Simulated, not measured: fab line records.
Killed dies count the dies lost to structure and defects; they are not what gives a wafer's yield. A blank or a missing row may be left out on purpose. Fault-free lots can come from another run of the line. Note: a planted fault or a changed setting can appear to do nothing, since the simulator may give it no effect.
fab line records	flow gf180mcu	part 1 of 2: steps 1 to 25 of 35
[record] lots = 5	wafers = 15	last_day = 33
route steps=602 shown V1@360 M2@362 V2@382
lots that met no fault: from a run of the same line without faults
start_h: the number of hours between the record's first day and the start of the first shown wafer of the lot	wait_h: hours elapsed since this lot's preceding step	" as in the row above	L1.1+2: a single row standing in for several wafers	- no value, or no start was given	* or withheld: withheld	< > ~ a bound
route shown NAME@n: a module of which the file shows steps, and the number in the route of the first	usual: average and standard deviation across the fault-free wafers	same: alike in all rows	chamber/n: place in a boat	sites: each site's reading	_std_site: their standard deviation	_edge_site: inner sites' mean taken away from outer sites' mean	radius_mm: how far each site lies from the wafer's centre	mask NAME#n: copy n	behind: tool/chamber where the wafer was last shaped	hold: reason for holding the lot/hours on hold/outcome of the hold	device: which transistor (n, p or np) failed to switch	end of line: the same wafers' tests at the end of the route	for a step that has no rows: nothing shown but its recipe	killed: not the wafer's yield, but the dies lost to structure and defects at the first sort	map: the dies of a wafer, with x for killed, . for not killed, _ for no die there
set.NAME: setting as actually run; set.NAME@STEP: the setting as run at that earlier step	model.NAME: the simulator's own value behind a step, which no gauge read
lots at selected steps of the route; one table per step, one row per wafer
services: from which hour (start_h, from the record's first day; less than 0 if before it) a tool's chamber was out of use, for how many hours, and why
[[steps]]
[step GF_V1_THK_MEAS_25]
[recipe] thk_meas_gauge = xrf	reads = W_of_V1_CVD_23
[usual] V1_W_THK = 341/6.2
lot.wafer	tool	chamber	start_h	wait_h	V1_W_THK[nm]
L074.1	film_metro-04	-	414.06	0.1	345
L074.2	"	-	"	"	350
L074.6	"	-	"	"	339
L077.2	film_metro-03	-	448.13	0.1	351
L077.4	"	-	"	"	340
L077.6	"	-	"	"	342
L082.2	film_metro-04	-	502.17	0.1	350
L082.3	"	-	"	"	338
L082.5	"	-	"	"	337
L084.2	film_metro-02	-	503.39	0.1	337
L084.3	"	-	"	"	340
L084.4	"	-	"	"	345
L092.1	film_metro-04	-	566.23	0.1	341
L092.2	"	-	"	"	337
L092.6	"	-	"	"	340
[step GF_V1_CMP_26]
[recipe] stop_on = SiO2	down_force_psi = 3.5	platen_rpm = 60	t_overpolish_s = 15	target_thk_nm = 0	pad_velocity_m_s = 0.94248
[usual] motor_current_A = 10.9/1	overpolish_run_s = 15.000/0.0091	slurry_flow_ml_min = 150.0/0.44	time_to_endpoint_s = 86/3.8
lot.wafer	tool	chamber	start_h	wait_h	motor_current_A	overpolish_run_s	slurry_flow_ml_min	time_to_endpoint_s
L074.2	cmp-02	0	414.12	0.0	10.4	15.012	149.6	85
L074.1	"	1	"	"	11.5	15.000	149.3	86
L074.6	"	0	"	"	10.7	15.007	149.6	83
L077.2	cmp-01	2	448.18	0.0	10.1	14.992	149.7	87
L077.4	"	3	"	"	11.5	14.996	150.5	84
L077.6	"	2	"	"	9.4	14.993	150.7	83
L082.3	cmp-01	2	502.27	0.1	9.8	14.983	150.4	87
L082.2	"	3	"	"	11.8	15.004	149.8	89
L082.5	"	1	"	"	10.0	15.007	150.5	91
L084.4	cmp-01	1	503.44	0.0	10.6	15.011	149.8	98
L084.3	"	3	"	"	11.3	15.010	149.5	90
L084.2	"	0	"	"	9.7	15.000	150.2	91
L092.2	cmp-02	0	566.29	0.0	10.5	14.986	150.0	86
L092.1	"	3	"	"	11.9	15.011	149.3	81
L092.6	"	1	"	"	11.1	14.998	150.4	81
[step GF_M2_SPUTTER_00]
[recipe] material = Ti	target_thk_nm = 37.5	arriving_ion_energy_ev = 80	substrate_temp_c = 200	chamber_pressure_pa = 2	power_w = 4000	time_s = 150
[usual] throttle_valve_pct = 29.7/1.5
lot.wafer	tool	chamber	start_h	wait_h	throttle_valve_pct
L074.1	pvd_sputter-04	-	414.42	0.2	31.8
L074.2	"	-	"	"	27.8
L074.6	"	-	"	"	28.5
L077.2	pvd_sputter-01	-	448.48	0.2	31.7
L077.4	"	-	"	"	27.3
L077.6	"	-	"	"	30.2
L082.2	pvd_sputter-01	-	502.52	0.1	31.8
L082.3	"	-	"	"	27.6
L082.5	"	-	"	"	29.6
L084.2	pvd_sputter-01	-	503.74	0.1	30.2
L084.3	"	-	"	"	31.7
L084.4	"	-	"	"	30.1
L092.1	pvd_sputter-01	-	566.59	0.1	30.3
L092.2	"	-	"	"	27.4
L092.6	"	-	"	"	30.2
[step GF_M2_SPUTTER_01]
[recipe] material = TiN	target_thk_nm = 30	power_w = 6500	time_s = 25	chamber_pressure_pa = 0.4
[usual] throttle_valve_pct = 29.7/1.4
lot.wafer	tool	chamber	start_h	wait_h	throttle_valve_pct
L074.1	pvd_sputter-04	-	414.52	0.1	32.1
L074.2	"	-	"	"	27.5
L074.6	"	-	"	"	28.9
L077.2	pvd_sputter-01	-	448.58	0.1	31.5
L077.4	"	-	"	"	27.2
L077.6	"	-	"	"	30.3
L082.2	pvd_sputter-01	-	502.62	0.1	31.4
L082.3	"	-	"	"	27.4
L082.5	"	-	"	"	29.9
L084.2	pvd_sputter-01	-	503.84	0.1	30.3
L084.3	"	-	"	"	31.4
L084.4	"	-	"	"	29.9
L092.1	pvd_sputter-01	-	566.69	0.1	30.3
L092.2	"	-	"	"	27.5
L092.6	"	-	"	"	30.2
[step GF_M2_SPUTTER_02]
[recipe] material = AlCu	target_thk_nm = 450	power_w = 10600	time_s = 23.9	chamber_pressure_pa = 0.4
[usual] throttle_valve_pct = 29.7/1.4
lot.wafer	tool	chamber	start_h	wait_h	throttle_valve_pct
L074.1	pvd_sputter-04	-	414.55	0.0	31.7
L074.2	"	-	"	"	27.7
L074.6	"	-	"	"	29.0
L077.2	pvd_sputter-01	-	448.61	0.0	31.5
L077.4	"	-	"	"	27.5
L077.6	"	-	"	"	30.2
L082.2	pvd_sputter-01	-	502.65	0.0	31.7
L082.3	"	-	"	"	27.4
L082.5	"	-	"	"	30.1
L084.2	pvd_sputter-01	-	503.87	0.0	30.4
L084.3	"	-	"	"	31.5
L084.4	"	-	"	"	30.1
L092.1	pvd_sputter-01	-	566.72	0.0	30.3
L092.2	"	-	"	"	27.5
L092.6	"	-	"	"	30.2
[step GF_M2_SPUTTER_03]
[recipe] material = Ti	target_thk_nm = 10	substrate_temp_c = 300	chamber_pressure_pa = 0.3	power_w = 3000	time_s = 6.7
[usual] throttle_valve_pct = 29.7/1.4
lot.wafer	tool	chamber	start_h	wait_h	throttle_valve_pct
L074.1	pvd_sputter-04	-	414.58	0.0	31.6
L074.2	"	-	"	"	27.6
L074.6	"	-	"	"	29.0
L077.2	pvd_sputter-01	-	448.64	0.0	31.7
L077.4	"	-	"	"	27.4
L077.6	"	-	"	"	30.0
L082.2	pvd_sputter-01	-	502.68	0.0	31.7
L082.3	"	-	"	"	27.3
L082.5	"	-	"	"	30.1
L084.2	pvd_sputter-01	-	503.90	0.0	29.9
L084.3	"	-	"	"	31.6
L084.4	"	-	"	"	29.8
L092.1	pvd_sputter-01	-	566.75	0.0	30.2
L092.2	"	-	"	"	27.1
L092.6	"	-	"	"	30.1
[step GF_M2_SPUTTER_04]
[recipe] material = TiN	target_thk_nm = 50	power_w = 6500	time_s = 41.7	chamber_pressure_pa = 0.4
[usual] throttle_valve_pct = 29.7/1.4
lot.wafer	tool	chamber	start_h	wait_h	throttle_valve_pct
L074.1	pvd_sputter-04	-	414.60	0.0	31.8
L074.2	"	-	"	"	27.8
L074.6	"	-	"	"	29.0
L077.2	pvd_sputter-01	-	448.66	0.0	31.8
L077.4	"	-	"	"	27.3
L077.6	"	-	"	"	30.2
L082.2	pvd_sputter-01	-	502.70	0.0	31.6
L082.3	"	-	"	"	27.3
L082.5	"	-	"	"	29.8
L084.2	pvd_sputter-01	-	503.92	0.0	30.3
L084.3	"	-	"	"	31.4
L084.4	"	-	"	"	30.0
L092.1	pvd_sputter-01	-	566.77	0.0	30.5
L092.2	"	-	"	"	27.4
L092.6	"	-	"	"	30.4
[step GF_M2_RS_MEAS_05]
[recipe] thk_meas_gauge = four-point-probe	reads = TiN_of_M2_SPUTTER_04+Ti_of_M2_SPUTTER_03+AlCu_of_M2_SPUTTER_02+TiN_of_M2_SPUTTER_01+Ti_of_M2_SPUTTER_00
[usual] M2_ALCU_RS = 0.0698/0.00088
lot.wafer	tool	chamber	start_h	wait_h	M2_ALCU_RS[ohm/sq]
L074.1	film_metro-01	-	414.64	0.0	0.0700
L074.2	"	-	"	"	0.0705
L074.6	"	-	"	"	0.0693
L077.2	film_metro-01	-	448.72	0.0	0.0711
L077.4	"	-	"	"	0.0709
L077.6	"	-	"	"	0.0711
L082.2	film_metro-02	-	502.76	0.0	0.0700
L082.3	"	-	"	"	0.0684
L082.5	"	-	"	"	0.0686
L084.2	film_metro-02	-	503.98	0.0	0.0700
L084.3	"	-	"	"	0.0704
L084.4	"	-	"	"	0.0696
L092.1	film_metro-03	-	566.81	0.0	0.0699
L092.2	"	-	"	"	0.0683
L092.6	"	-	"	"	0.0697
[step GF_M2_THK_MEAS_06]
[recipe] thk_meas_gauge = xrf	reads = AlCu_of_M2_SPUTTER_02
[usual] M2_ALCU_THK = 457/7.5
lot.wafer	tool	chamber	start_h	wait_h	M2_ALCU_THK[nm]
L074.1	film_metro-01	-	414.76	0.1	453
L074.2	"	-	"	"	447
L074.6	"	-	"	"	457
L077.2	film_metro-01	-	448.83	0.1	442
L077.4	"	-	"	"	445
L077.6	"	-	"	"	446
L082.2	film_metro-02	-	502.87	0.1	456
L082.3	"	-	"	"	466
L082.5	"	-	"	"	462
L084.2	film_metro-02	-	504.09	0.1	455
L084.3	"	-	"	"	452
L084.4	"	-	"	"	457
L092.1	film_metro-03	-	566.93	0.1	462
L092.2	"	-	"	"	473
L092.6	"	-	"	"	462
[step GF_M2_DEHYDRATE_07]
[recipe] temp_c = 200	time_s = 60
[usual] plate_temp_C = 199.99/0.15	resist_line_temp_C = 23.01/0.1
lot.wafer	tool	chamber	start_h	wait_h	plate_temp_C	resist_line_temp_C
L074.1	litho_track-03	0	426.18	11.4	200.13	23.09
L074.2	"	0	"	"	200.00	23.10
L074.6	"	0	"	"	199.93	23.18
L077.2	litho_track-01	0	459.95	11.1	199.91	22.94
L077.4	"	0	"	"	200.10	22.85
L077.6	"	0	"	"	200.05	22.95
L082.2	litho_track-01	0	513.60	10.7	199.94	23.03
L082.3	"	0	"	"	200.20	23.07
L082.5	"	0	"	"	200.13	23.10
L084.2	litho_track-03	0	514.91	10.8	199.68	23.04
L084.3	"	0	"	"	199.89	23.00
L084.4	"	0	"	"	199.70	23.00
L092.1	litho_track-01	0	577.03	10.1	199.95	23.06
L092.2	"	0	"	"	199.98	23.01
L092.6	"	0	"	"	200.10	22.95
[step GF_M2_HMDS_08]
[recipe] prime_time_s = 60	prime_temp_c = 120
[usual] resist_line_temp_C = 23.00/0.11
lot.wafer	tool	chamber	start_h	wait_h	resist_line_temp_C
L074.1	litho_track-03	0	426.33	0.1	22.99
L074.2	"	0	"	"	22.95
L074.6	"	0	"	"	23.00
L077.2	litho_track-01	0	460.10	0.1	22.93
L077.4	"	0	"	"	22.83
L077.6	"	0	"	"	22.82
L082.2	litho_track-01	0	513.75	0.1	23.05
L082.3	"	0	"	"	23.08
L082.5	"	0	"	"	23.21
L084.2	litho_track-03	0	515.06	0.1	22.91
L084.3	"	0	"	"	23.04
L084.4	"	0	"	"	23.00
L092.1	litho_track-01	0	577.18	0.1	23.20
L092.2	"	0	"	"	23.15
L092.6	"	0	"	"	22.96
[step GF_M2_COAT_09]
[recipe] resist = KrF	spin_rpm = withheld	resist_thk_nm = 1000
[usual] resist_line_temp_C = 23.00/0.1
lot.wafer	tool	chamber	start_h	wait_h	resist_line_temp_C
L074.1	litho_track-03	0	426.48	0.1	23.17
L074.2	"	0	"	"	23.02
L074.6	"	0	"	"	22.83
L077.2	litho_track-01	0	460.25	0.1	23.23
L077.4	"	0	"	"	23.09
L077.6	"	0	"	"	23.05
L082.2	litho_track-01	0	513.90	0.1	23.03
L082.3	"	0	"	"	22.99
L082.5	"	0	"	"	23.02
L084.2	litho_track-03	0	515.21	0.1	23.14
L084.3	"	0	"	"	23.03
L084.4	"	0	"	"	23.08
L092.1	litho_track-01	0	577.33	0.1	23.12
L092.2	"	0	"	"	22.99
L092.6	"	0	"	"	22.94
[step GF_M2_SOFTBAKE_10]
[recipe] temp_c = 130	time_s = 60	resist = KrF
[usual] plate_temp_C = 130.00/0.13	resist_line_temp_C = 22.98/0.11
lot.wafer	tool	chamber	start_h	wait_h	plate_temp_C	resist_line_temp_C
L074.1	litho_track-03	0	426.63	0.1	129.81	23.05
L074.2	"	0	"	"	129.90	22.94
L074.6	"	0	"	"	129.92	22.95
L077.2	litho_track-01	0	460.40	0.1	130.08	23.01
L077.4	"	0	"	"	129.82	23.15
L077.6	"	0	"	"	129.95	23.12
L082.2	litho_track-01	0	514.05	0.1	130.06	23.06
L082.3	"	0	"	"	129.91	23.12
L082.5	"	0	"	"	130.00	23.01
L084.2	litho_track-03	0	515.36	0.1	130.00	23.11
L084.3	"	0	"	"	130.01	22.94
L084.4	"	0	"	"	130.04	22.95
L092.1	litho_track-01	0	577.48	0.1	129.89	22.93
L092.2	"	0	"	"	130.14	22.90
L092.6	"	0	"	"	130.18	22.89
[step GF_M2_EXPOSE_11]
[recipe] mask_id = Metal2	target_cd_nm = 280	na = 0.68	source_shape = conventional	sigma_outer = 0.6	dose_mj = 28
lot.wafer	tool	chamber	start_h	wait_h	mask
L074.1+2+6	krf_scanner-02	0	-	-	Metal2#0
L077.2+4+6	krf_scanner-01	0	-	-	Metal2#0
L082.2+3+5	krf_scanner-01	0	-	-	Metal2#0
L084.2+3+4	krf_scanner-01	0	-	-	Metal2#0
L092.1+2+6	krf_scanner-01	0	-	-	Metal2#0
[step GF_M2_PEB_12]
[recipe] peb_temp_c = 135	peb_time_s = 90	resist = KrF
[usual] plate_temp_C = 134.98/0.15	resist_line_temp_C = 23.02/0.1
lot.wafer	tool	chamber	start_h	wait_h	plate_temp_C	resist_line_temp_C
L074.1	litho_track-01	0	-	-	134.92	23.08
L074.2	"	0	"	"	134.85	23.08
L074.6	"	0	"	"	135.07	23.00
L077.2	litho_track-03	0	-	-	135.23	23.09
L077.4	"	0	"	"	135.15	23.02
L077.6	"	0	"	"	135.22	23.13
L082.2	litho_track-02	0	-	-	134.74	22.70
L082.3	"	0	"	"	134.74	22.84
L082.5	"	0	"	"	134.85	22.83
L084.2	litho_track-01	0	-	-	134.68	22.99
L084.3	"	0	"	"	134.75	22.97
L084.4	"	0	"	"	134.99	23.02
L092.1	litho_track-01	0	-	-	135.20	22.99
L092.2	"	0	"	"	135.12	23.15
L092.6	"	0	"	"	134.88	23.00
[step GF_M2_DEVELOP_13]
[recipe] develop_time_s = 60	dev_temp_c = 21
[usual] resist_line_temp_C = 23.01/0.096
lot.wafer	tool	chamber	start_h	wait_h	resist_line_temp_C
L074.1	litho_track-01	0	438.28	0.2	23.24
L074.2	"	0	"	"	23.08
L074.6	"	0	"	"	22.95
L077.2	litho_track-03	0	472.66	0.2	22.89
L077.4	"	0	"	"	22.95
L077.6	"	0	"	"	22.97
L082.2	litho_track-02	0	525.42	0.2	22.99
L082.3	"	0	"	"	22.91
L082.5	"	0	"	"	22.96
L084.2	litho_track-01	0	526.55	0.2	23.03
L084.3	"	0	"	"	22.91
L084.4	"	0	"	"	23.27
L092.1	litho_track-01	0	587.73	0.2	22.92
L092.2	"	0	"	"	22.92
L092.6	"	0	"	"	22.99
[step GF_M2_CD_MEAS_14]
[recipe] target_cd_nm = 280
[usual] cd_nm = 279.5/1.2
lot.wafer	tool	chamber	start_h	wait_h	cd_nm
L074.1	cd_sem-01	-	438.43	0.1	280.4
L074.2	"	-	"	"	279.5
L074.6	"	-	"	"	280.0
L077.2	cd_sem-02	-	472.80	0.1	280.2
L077.4	"	-	"	"	279.3
L077.6	"	-	"	"	280.0
L082.2	cd_sem-02	-	525.62	0.2	279.2
L082.3	"	-	"	"	279.7
L082.5	"	-	"	"	280.0
L084.2	cd_sem-02	-	526.70	0.1	278.6
L084.3	"	-	"	"	279.3
L084.4	"	-	"	"	277.9
L092.1	cd_sem-02	-	587.88	0.1	279.8
L092.2	"	-	"	"	279.5
L092.6	"	-	"	"	279.4
[step GF_M2_OVL_MEAS_15]
[usual] M2_OVL = 1/6
lot.wafer	tool	chamber	start_h	wait_h	M2_OVL[nm]
L074.1	overlay-01	-	438.55	0.1	7
L074.2	"	-	"	"	2
L074.6	"	-	"	"	11
L077.2	overlay-01	-	472.91	0.1	0
L077.4	"	-	"	"	-4
L077.6	"	-	"	"	2
L082.2	overlay-01	-	525.73	0.1	-1
L082.3	"	-	"	"	-5
L082.5	"	-	"	"	-3
L084.2	overlay-02	-	526.80	0.1	2
L084.3	"	-	"	"	-5
L084.4	"	-	"	"	11
L092.1	overlay-01	-	588.00	0.1	-1
L092.2	"	-	"	"	-3
L092.6	"	-	"	"	-2
[step GF_M2_METAL_ETCH_16]
[recipe] chemistry = Cl2/BCl3	mask_material = KrF	target_depth_nm = 750.8	stop_on = SiO2	pressure_mtorr = 8	icp_w = 800	bias_w = 140	Cl2_flow_sccm = 80	bcl3_flow_sccm = 40	time_s = 125.1
[usual] bias_w = 140.0/0.37	drypump_motor_current_A = 5.7/0.47	oes_product_au = 0.990/0.0057	throttle_valve_pct = 28.230/0.0093
lot.wafer	tool	chamber	start_h	wait_h	bias_w	drypump_motor_current_A	oes_product_au	rf_hours_counter_h	throttle_valve_pct
L074.1	rie_metal-04	1	438.59	0.0	139.6	4.9	0.990	9	28.216
L074.2	"	0	"	"	139.9	5.3	0.997	6	28.237
L074.6	"	1	"	"	139.8	4.8	0.991	-	28.234
L077.2	rie_metal-01	1	472.94	0.0	139.8	5.9	1.000	8	28.225
L077.4	"	0	"	"	139.6	6.1	0.993	-	28.223
L077.6	"	1	"	"	140.0	5.8	0.996	-	28.229
L082.2	rie_metal-04	1	525.76	0.0	139.8	4.9	0.987	11	28.220
L082.3	"	1	"	"	140.2	4.8	0.989	-	28.219
L082.5	"	0	"	"	140.4	5.3	0.982	-	28.232
L084.2	rie_metal-03	1	526.83	0.0	139.8	6.0	0.997	1	28.222
L084.3	"	1	"	"	140.3	6.0	0.997	-	28.217
L084.4	"	0	"	"	139.9	6.1	0.986	-	28.227
L092.1	rie_metal-04	0	588.03	0.0	139.4	5.3	0.994	10	28.231
L092.2	"	0	"	"	140.0	5.2	0.990	-	28.229
L092.6	"	0	"	"	140.5	5.3	0.989	-	28.237
[step GF_M2_STRIP_17]
[recipe] chemistry = O2/N2	power_w = 1400	pressure_mtorr = 1500	platen_temp_c = 250	o2_flow_sccm = 3000	n2_flow_sccm = 300	overash_fraction = 0.5
[usual] drypump_motor_current_A = 5.9/0.37	heater_power_w = 328/33	oes_product_au = 0.538/0.0048	strip_time_to_endpoint_s = 7.39/0.039
lot.wafer	tool	chamber	start_h	wait_h	drypump_motor_current_A	heater_power_w	oes_product_au	rf_hours_counter_h	strip_time_to_endpoint_s
L074.1	plasma_asher-03	0	438.71	0.1	5.7	309	0.535	83	7.40
L074.2	"	1	"	"	6.4	324	0.540	83	7.42
L074.6	"	0	"	"	5.7	316	0.540	-	7.43
L077.2	plasma_asher-04	0	473.07	0.1	6.4	267	0.537	36	7.40
L077.4	"	1	"	"	5.7	317	0.539	-	7.38
L077.6	"	1	"	"	5.7	322	0.540	-	7.43
L082.2	plasma_asher-02	0	525.89	0.1	5.5	380	0.538	9	7.42
L082.3	"	1	"	"	5.7	332	0.542	-	7.42
L082.5	"	1	"	"	5.8	334	0.541	-	7.46
L084.2	plasma_asher-02	1	526.96	0.1	5.7	329	0.534	10	7.35
L084.3	"	0	"	"	5.5	381	0.544	-	7.37
L084.4	"	1	"	"	5.7	336	0.544	-	7.43
L092.1	plasma_asher-02	0	588.29	0.2	5.5	375	0.537	14	7.35
L092.2	"	1	"	"	5.7	335	0.538	14	7.38
L092.6	"	1	"	"	5.7	333	0.535	-	7.40
[step GF_M2_STRIP_18]
[recipe] chemistry = post_etch_residue_remover	time_s = 1200	temp_c = 72.5
lot.wafer	tool	chamber	start_h	wait_h
L074.1+2+6	wet_bench-04	2	438.81	0.1
L077.2+4+6	wet_bench-02	2	473.17	0.1
L082.2+3+5	wet_bench-02	0	525.99	0.1
L084.2+3+4	wet_bench-04	0	527.06	0.1
L092.1+2+6	wet_bench-01	1	588.39	0.1
[step GF_M2_CLEAN_19]
[recipe] chemistry = DIW	dry = n2_spin
lot.wafer	tool	chamber	start_h	wait_h
L074.1+2+6	wet_bench-01	1	439.16	0.0
L077.2+4+6	wet_bench-01	1	473.51	0.0
L082.2+3+5	wet_bench-04	2	526.33	0.0
L084.2+3+4	wet_bench-01	3	527.40	0.0
L092.1+2+6	wet_bench-02	1	588.76	0.0
[step GF_V2_CVD_00]
[recipe] material = SiO2	target_thk_nm = 600	sigma_open_frac = 0.3	temp_c = 400	time_s = 100	sih4_flow_sccm = 60	pressure_mtorr = 6
[usual] pressure_mtorr = 6.001/0.012
lot.wafer	tool	chamber	start_h	wait_h	pressure_mtorr
L074.1	hdpcvd-02	1	439.25	0.0	6.009
L074.2	"	2	"	"	5.988
L074.6	"	0	"	"	5.979
L077.2	hdpcvd-01	0	473.69	0.0	5.999
L077.4	"	1	"	"	5.988
L077.6	"	2	"	"	5.997
L082.2	hdpcvd-02	2	526.42	0.0	5.998
L082.3	"	1	"	"	6.010
L082.5	"	1	"	"	6.007
L084.2	hdpcvd-02	2	527.50	0.0	6.005
L084.3	"	0	"	"	5.998
L084.4	"	1	"	"	5.988
L092.1	hdpcvd-02	0	588.86	0.0	5.997
L092.2	"	2	"	"	5.993
L092.6	"	2	"	"	5.983
[step GF_V2_THK_MEAS_01]
[recipe] reads = SiO2_of_V2_CVD_00
[usual] V2_CVD_00_THK = 600/5.8
lot.wafer	tool	chamber	start_h	wait_h	V2_CVD_00_THK[nm]
L074.1	film_metro-01	-	439.32	0.0	598
L074.2	"	-	"	"	601
L074.6	"	-	"	"	600
L077.2	film_metro-03	-	473.77	0.0	610
L077.4	"	-	"	"	604
L077.6	"	-	"	"	610
L082.2	film_metro-04	-	526.50	0.0	598
L082.3	"	-	"	"	586
L082.5	"	-	"	"	586
L084.2	film_metro-03	-	527.59	0.0	599
L084.3	"	-	"	"	600
L084.4	"	-	"	"	598
L092.1	film_metro-01	-	588.93	0.0	604
L092.2	"	-	"	"	598
L092.6	"	-	"	"	603
[step GF_V2_CVD_02]
[recipe] material = SiO2	target_thk_nm = 850	precursor = TEOS	temp_c = 400	time_s = 94.851	rf_w = 600
[usual] heater_power_w = 681/110
lot.wafer	tool	chamber	start_h	wait_h	heater_power_w
L074.1	pecvd-02	0	439.38	0.1	665
L074.2	"	1	"	"	697
L074.6	"	0	"	"	518
L077.2	pecvd-02	1	473.82	0.0	732
L077.4	"	1	"	"	621
L077.6	"	0	"	"	531
L082.2	pecvd-01	1	526.55	0.0	591
L082.3	"	0	"	"	724
L082.5	"	0	"	"	757
L084.2	pecvd-04	0	527.64	0.0	625
L084.3	"	1	"	"	560
L084.4	"	2	"	"	940
L092.1	pecvd-02	0	588.99	0.1	572
L092.2	"	1	"	"	650
L092.6	"	2	"	"	623
